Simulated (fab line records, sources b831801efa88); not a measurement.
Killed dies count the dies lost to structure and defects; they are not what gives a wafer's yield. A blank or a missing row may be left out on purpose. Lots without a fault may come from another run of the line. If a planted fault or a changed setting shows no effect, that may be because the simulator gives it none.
8D (eight disciplines) problem report, filled in by code || flow gf180mcu || the parts of the form that need people (team, actions taken, sign-off) are left out

## 1. PROBLEM STATEMENT
At GF_STI_ETCH_14, bias w averages 145.6 W over 2 wafers from 2 lots, while fault-free wafers read 150.0 W, standard deviation 0.45. That is -9.7 standard deviations from the usual mean.
The step: etches Si in HBr/Cl2/O2, target depth 360 nm, time 102.9 s.
The first sign was on wafer L414.4 at day 5 03:12, on rie si-02. The record has a number at this step for 42 wafers belonging to 14 lots. Rule for "out", or "out of limits": more than 4 standard deviations from the usual mean. The other wafers with a number count as sound.

## 2. WHAT THIS IS AND IS NOT
{"question": "which readings at this step", "is": "bias w", "is not": "drypump motor current A, oes product au, throttle valve pct"}
{"question": "which lots", "is": "L414, L415", "is not": "L400, L402, L403, L405, L406, L407, L409, L410, L411, L412, L413, L423"}
{"question": "which wafers of those lots", "is": "L414.4, L415.2", "is not": "L414.2, L414.5, L415.1, L415.3"}
{"question": "read on which tools", "is": "rie si-02", "is not": "rie si-01"}
{"question": "when", "is": "from day 5 03:12", "is not": "up to then (35 sound wafers); but 5 sound wafers of L415, L423 came after"}

## 3. THE SUSPECTS, EACH WITH WHAT RULES IT OUT
Counting: any tool at a process step up to the reading remains a suspect provided it ran every lot that is out. Sound lots after the first of them don't rule it out here, since some wafers of a struck lot are sound.
- rie si-02 at GF_STI_ETCH_14 (etches Si in HBr/Cl2/O2, target depth 360 nm, time 102.9 s): kept. It ran every lot that is out, first L414 (day 5 03:12); its last sound lot up to then is L413 (day 4 20:34). Its own readings are out on those wafers: bias w.
- rie si-02, GF_STI_ETCH_14: wafers that are out in chamber 2, sound lot-mates in chambers 0, 3.
After counting, what remains is rie si-02 at GF_STI_ETCH_14.

## 4. THE CAUSE (what the simulator had put in)
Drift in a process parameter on rie si-02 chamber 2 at GF_STI_ETCH_14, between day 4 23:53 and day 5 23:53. From 150, the setting bias w moved by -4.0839. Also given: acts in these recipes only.
Only this tool survived the counting.

## 5. THE EFFECT CHAIN, in route order
Each row: a reading where the mean over the struck wafers with a number is more than 3 standard deviations away from the usual. Only readings for which the record gives a usual standard deviation are gone through. hours: the time from each lot's start at the first step in this table that gives one to its start at this step, as a median over the lots. sigmas: the change in usual standard deviations.
{"hours": 0, "step": "GF_STI_ETCH_14", "reading": "bias w", "usual": "150.0 W", "on struck wafers": 145.6, "change": -4.4, "sigmas": -9.7}
The process steps in it:
- GF_STI_ETCH_14: etches Si in HBr/Cl2/O2, target depth 360 nm, time 102.9 s.
At these later measuring or inspecting steps, every struck wafer for which the step has a row has a number for every such reading, and none has moved that far: GF_M4_CD_MEAS_14, GF_V5_THK_MEAS_25.

## 6. WHAT WOULD HAVE CAUGHT IT SOONER
In this record the first reading out of limits was taken at day 5 03:12, 3 hours after the fault began at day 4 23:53.
